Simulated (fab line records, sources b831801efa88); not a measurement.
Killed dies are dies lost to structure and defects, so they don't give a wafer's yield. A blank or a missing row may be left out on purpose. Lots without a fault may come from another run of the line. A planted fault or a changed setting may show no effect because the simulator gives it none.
A struck lot beside a sound one | flow sky130 | 28 steps out of a route of 708
Sound: wafers L432.1, L432.3, L432.5. Struck: wafer L444.4. (L444.3, L444.6 of the same lot were not struck and are left out.) The cause comes at the end.
At each step with rows: each side's tool, then ch and its chambers, then its first start. Under that, the readings that differ: sound wafers | struck wafers | difference of the means | sigmas: that difference in standard deviations of wafers without a fault.
alike: readings whose means differ by less than 2 such deviations, and words and numbers that are the same on both sides. not compared: withheld readings, readings that some wafer has no value for, bounds like >300 that may hide the same value, and numbers for which the record gives no deviation and whose values overlap.
The two part at a step that has a row with sigmas, a row that says differs or no value, or rows on one side only. Numbers that don't overlap but have no deviation are shown without sigmas and don't part them. A reading that every wafer of one side lacks parts them only if that side has two wafers or more.

first, 1 step without rows for these wafers: SKY_VIA4_ETCH_12 (etches SiO2 in C4F8/O2/Ar, stops on TiN, target depth 580 nm).
SKY_VIA4_STRIP_13: strips in O2/N2.
  sound on plasma_asher-03 ch 1, day 42 00:45; struck on plasma_asher-02 ch 1, day 45 18:11
  reading                     | sound          | struck | difference | sigmas
  drypump_motor_current_A (A) | 5.77 5.76 5.75 | 5.08   | -0.68      | -3
  alike: oes_product_au, strip_time_to_endpoint_s
  not compared: rf_hours_counter_h
then, 4 steps without rows for these wafers: SKY_VIA4_STRIP_14 (strips in post etch residue remover, time 1200 s); SKY_VIA4_CLEAN_15 (cleans in IPA, time 180 s); SKY_VIA4_CLEAN_16 (cleans in O3/DIW); SKY_VIA4_SPUTTER_17 (material TiN, target thk 20 nm, time 80 s).
SKY_VIA4_CVD_18: deposits W, target thk 505 nm, time 152.14 s.
  sound on cvd_w-01 ch 0,1, day 42 01:27; struck on cvd_w-01 ch 0, day 45 19:01
  alike: heater_power_w
SKY_VIA4_RS_MEAS_19: measures by four-point-probe.
  sound on film_metro-01, day 42 01:36; struck on film_metro-01, day 45 19:09
  alike: VIA4_W_RS
SKY_VIA4_THK_MEAS_20: measures by xrf.
  sound on film_metro-01, day 42 01:43; struck on film_metro-01, day 45 19:15
  alike: VIA4_W_THK
SKY_VIA4_CMP_21: polishes, stops on SiO2, t overpolish 25 s, target thk 0 nm.
  sound on cmp-01 ch 0,2,3, day 42 01:47; struck on cmp-02 ch 1, day 45 20:28
  alike: motor_current_A, overpolish_run_s, platen_rpm, slurry_filter_dp_kPa, slurry_flow_ml_min, time_to_endpoint_s
then, 1 step without rows for these wafers: SKY_METAL5_SPUTTER_00 (material Ti, target thk 15 nm, time 10 s).
SKY_METAL5_SPUTTER_01: material TiN, target thk 20 nm, time 16.7 s.
  sound on pvd_sputter-01, day 42 02:06; struck on pvd_sputter-01, day 45 20:48
  alike: cathode_dc_power_W, chamber_pressure_pa, throttle_valve_pct
SKY_METAL5_SPUTTER_02: material AlCu, target thk 1150 nm, time 61.2 s.
  sound on pvd_sputter-01, day 42 02:08; struck on pvd_sputter-01, day 45 20:49
  reading                                     | sound                | struck | difference | sigmas
  chamber_pressure_pa (Pa)                    | 0.3997 0.4022 0.3994 | 0.4415 | +0.0411    | +49
  model.AlCu_of_METAL5_SPUTTER_02.thk_nm (nm) | 1162 1172 1162       | 1104   | -61        |
  alike: cathode_dc_power_W, throttle_valve_pct
SKY_METAL5_SPUTTER_03: material Ti, target thk 5 nm, time 3.3 s.
  sound on pvd_sputter-01, day 42 02:11; struck on pvd_sputter-01, day 45 20:52
  reading                | sound                | struck | difference | sigmas
  cathode_dc_power_W (W) | 2999.0 2999.3 2998.8 | 3000.8 | +1.8       | +3
  alike: chamber_pressure_pa, throttle_valve_pct
then, 1 step without rows for these wafers: SKY_METAL5_SPUTTER_04 (material TiN, target thk 70 nm, time 58.3 s).
SKY_METAL5_RS_MEAS_05: measures by four-point-probe.
  sound on film_metro-03, day 42 02:15; struck on film_metro-03, day 45 20:59
  reading                 | sound                | struck | difference | sigmas
  METAL5_ALCU_RS (ohm/sq) | 0.0268 0.0266 0.0268 | 0.0284 | +0.0017    | +5
SKY_METAL5_THK_MEAS_06: measures by xrf.
  sound on film_metro-03, day 42 02:22; struck on film_metro-03, day 45 21:05
  reading              | sound          | struck | difference | sigmas
  METAL5_ALCU_THK (nm) | 1147 1158 1143 | 1092   | -57        | -4
then, 8 steps without rows for these wafers: SKY_METAL5_DEHYDRATE_07 (time 60 s); SKY_METAL5_HMDS_08 (prime time 60 s); SKY_METAL5_COAT_09 (resist thk 1800 nm); SKY_METAL5_SOFTBAKE_10 (time 60 s); SKY_METAL5_EXPOSE_11 (exposes mask MM5, target cd 1600 nm); SKY_METAL5_PEB_12; SKY_METAL5_DEVELOP_13 (develop time 60 s); SKY_METAL5_DESCUM_14 (chemistry O2, time 11 s).
SKY_METAL5_METAL_ETCH_15: etches the open film in Cl2/BCl3, stops on SiO2, target depth 1260 nm, time 252 s.
  sound on rie_metal-02 ch 0,1, day 43 01:23; struck on rie_metal-01 ch 0, day 46 17:15
  reading                            | sound             | struck | difference | sigmas
  bcl3_flow_sccm (sccm)              | 30.00 29.93 29.96 | 30.27  | +0.31      | +4
  oes_product_au (a.u.)              | 0.891 0.897 0.903 | 0.881  | -0.016     | -3
  model.etch.depth_nm (nm)           | 1257 1267 1258    | 1233   | -28        |
  model.METAL5.feature_depth_nm (nm) | 1257 1267 1258    | 1233   | -28        |
  alike: drypump_motor_current_A, throttle_valve_pct
  not compared: rf_hours_counter_h
then, 1 step without rows for these wafers: SKY_METAL5_STRIP_16 (strips in O2/N2).
SKY_PAD_OPEN_PROBE_99:
  sound on prober-01, day 45 01:38; struck on prober-01, day 48 10:55
  reading                      | sound                  | struck  | difference | sigmas
  killed_at_M0_to_M3           | 52 50 51               | 32      | -19        | -3
  killed_short                 | 50 49 57               | 35      | -17        | -3
  model.etest.met5.rs_ohm_sq   | 0.0271 0.02646 0.02688 | 0.02824 | +0.00143   |
  model.etest.met5.line_ohm_um | 0.01682 0.01663 0.0168 | 0.01769 | +0.00094   |
  alike: defect_limited_yield, killed_at_M4_up, killed_at_contacts, killed_at_front_end, killed_at_other, killed_dies, killed_open, sort_bin_3_pad_short, sort_bin_5_function, sort_bin_6_memory, sort_n_pass, sort_yield_pct

WHERE THEY PART
First at SKY_VIA4_STRIP_13; last, within this record, at SKY_PAD_OPEN_PROBE_99.

WHY: what the simulator had put in
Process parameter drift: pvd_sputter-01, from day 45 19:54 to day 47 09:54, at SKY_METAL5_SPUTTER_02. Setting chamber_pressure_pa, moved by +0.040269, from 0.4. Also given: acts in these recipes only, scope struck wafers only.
